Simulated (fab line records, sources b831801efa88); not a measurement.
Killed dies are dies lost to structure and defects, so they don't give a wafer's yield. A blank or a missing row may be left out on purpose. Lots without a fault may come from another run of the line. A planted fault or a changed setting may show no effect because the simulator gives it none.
Problem report in the 8D (eight disciplines) form, filled by code | flow sky130 | the parts of the form that need people (team, actions taken, sign-off) are left out

1. THE PROBLEM
head_pressure_psi at SKY_CONTACT_CMP_04 reads a mean of 1.746 psi on 6 wafers of 2 lots; wafers without a fault read 4.001 psi with a standard deviation of 0.0088. That is -99 or more standard deviations from the usual mean.
The step: polishes SiO2.
First seen on wafer L454.1, day 33 06:38, on cmp-02. The record holds 36 wafers of 12 lots with a number at this step. Rule for "out", or "out of limits": more than 4 standard deviations from the usual mean. The other wafers with a number count as sound.

2. WHAT IT IS AND WHAT IT IS NOT
question                    | is                                                     | is not
which readings at this step | head_pressure_psi, motor_current_A, time_to_endpoint_s | slurry_flow_ml_min
which lots                  | L454, L455                                             | L449, L451, L452, L462, L463, L466, L467, L468, L470, L472
which wafers of those lots  | all that have a number                                 | -
read on which tools         | cmp-02                                                 | cmp-01
when                        | from day 33 06:38                                      | up to then (9 sound wafers); but 21 sound wafers of L462, L463, L466, L467, L468, L470, L472 came after

3. SUSPECTS, AND WHAT RULES EACH OUT
Counting: a tool at a process step up to the reading stays a suspect if it ran every lot that is out and no sound lot after the first of them.
- cmp-02 at SKY_CONTACT_CMP_04 (polishes SiO2): ruled out as a lasting fault. Sound lots L463, L466, L467, L468, L472 ran on it after its first lot that is out, L454 (day 33 06:38).
Left after counting: nothing in the record.

4. THE CAUSE (what the simulator had put in)
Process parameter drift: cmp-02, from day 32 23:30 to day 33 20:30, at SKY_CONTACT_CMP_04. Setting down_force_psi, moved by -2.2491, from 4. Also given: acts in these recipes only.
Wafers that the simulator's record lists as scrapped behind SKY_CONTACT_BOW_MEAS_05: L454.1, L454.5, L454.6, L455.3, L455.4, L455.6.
Counting ruled it out, wrongly.

5. THE CHAIN OF EFFECTS, in route order
Each row: a reading whose mean over the struck wafers that have a number lies more than 3 standard deviations from the usual. Only readings for which the record gives a usual standard deviation are gone through. hours: the time from each lot's start at the first step in this table that gives one to its start at this step, as a median over the lots. sigmas: the change in usual standard deviations.
hours | step               | reading            | usual     | on struck wafers | change | sigmas
0     | SKY_CONTACT_CMP_04 | head_pressure_psi  | 4.001 psi | 1.746            | -2.256 | -99 or more
0     | SKY_CONTACT_CMP_04 | motor_current_A    | 11.5 A    | 6.9              | -4.6   | -6.4
0     | SKY_CONTACT_CMP_04 | time_to_endpoint_s | 84 s      | 108              | +24    | +6.4
The process steps in it:
- SKY_CONTACT_CMP_04: polishes SiO2.
Later measuring or inspecting steps at which every struck wafer that the step has a row for has a number for every such reading, and none has moved that far: SKY_CONTACT_BOW_MEAS_05.

6. WHAT WOULD HAVE CAUGHT IT SOONER
In this record the first reading out of limits was taken at day 33 06:38, 7 hours after the fault began at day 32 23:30.
